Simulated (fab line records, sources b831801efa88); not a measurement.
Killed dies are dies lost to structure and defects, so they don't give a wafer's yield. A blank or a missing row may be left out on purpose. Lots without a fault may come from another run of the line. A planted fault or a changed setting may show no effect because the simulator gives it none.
Chamber matching | flow sky130 | SKY_VIA3_HDPCVD_00 on hdpcvd-01: 3 sister chambers
The step deposits SiO2, target thk 1635 nm, time 272.5 s. 16 wafers are shown with their chamber, then 8 later ones without.

WAFERS WITH THEIR CHAMBER
wafer  | chamber | run_length_s (s) | sih4_flow_sccm (sccm)
L425.1 | 2       | 300.2            | 59.70
L425.2 | 1       | 299.2            | 59.68
L425.4 | 0       | 299.4            | 59.92
L426.3 | 0       | 299.2            | 60.18
L426.5 | 1       | 299.4            | 59.89
L426.6 | 2       | 300.4            | 60.25
L430.1 | 1       | 299.1            | 60.26
L430.2 | 2       | 300.5            | 59.69
L430.4 | 0       | 300.0            | 60.00
L438.1 | 2       | 301.1            | 60.06
L438.3 | 1       | 299.4            | 60.28
L438.4 | 0       | 299.7            | 60.13
L440.2 | 1       | 299.1            | 59.90
L440.4 | 1       | 299.4            | 59.96
L440.6 | 2       | 300.9            | 59.88
L445.2 | 1       | 299.1            | 59.83

SIGNATURES (means of the wafers above)
reading        | chamber 0 | chamber 1 | chamber 2 | scatter within a chamber
run_length_s   | 299.575   | 299.243   | 300.620   | 0.285
sih4_flow_sccm | 60.0575   | 59.9714   | 59.9160   | 0.209
Rule: a wafer's distance from a chamber is the root of the sum, over the readings, of the square of ((its reading less the chamber's mean) divided by the reading's scatter). The wafer belongs to the nearest chamber; if the next one is less than 2 further off, it can't be placed. The scatter: the root of (the sum of the squares of (reading less its chamber's mean) over the shown wafers, divided by (wafers less chambers)).

WAFERS WITHOUT THEIR CHAMBER
wafer  | run_length_s (s) | sih4_flow_sccm (sccm)
L445.3 | 299.8            | 59.87
L445.4 | 300.3            | 60.06
L446.1 | 300.2            | 59.81
L446.2 | 299.6            | 59.99
L446.4 | 300.2            | 60.02
L447.1 | 299.2            | 59.63
L447.4 | 300.1            | 60.20
L447.6 | 299.2            | 60.01

WHICH CHAMBER EACH WENT THROUGH
wafer  | from the rows above          | in truth
L445.3 | can't be placed: 0 or 1 or 2 | 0
L445.4 | can't be placed: 2 or 0      | 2
L446.1 | can't be placed: 2 or 0 or 1 | 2
L446.2 | can't be placed: 0 or 1      | 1
L446.4 | can't be placed: 2 or 0 or 1 | 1
L447.1 | can't be placed: 1 or 0      | 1
L447.4 | can't be placed: 0 or 2 or 1 | 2
L447.6 | can't be placed: 1 or 0      | 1
Placed correctly: 0 of 8. Can't be placed from these rows: 8 (the true chamber is among the candidates in 8). Placed wrongly: 0.
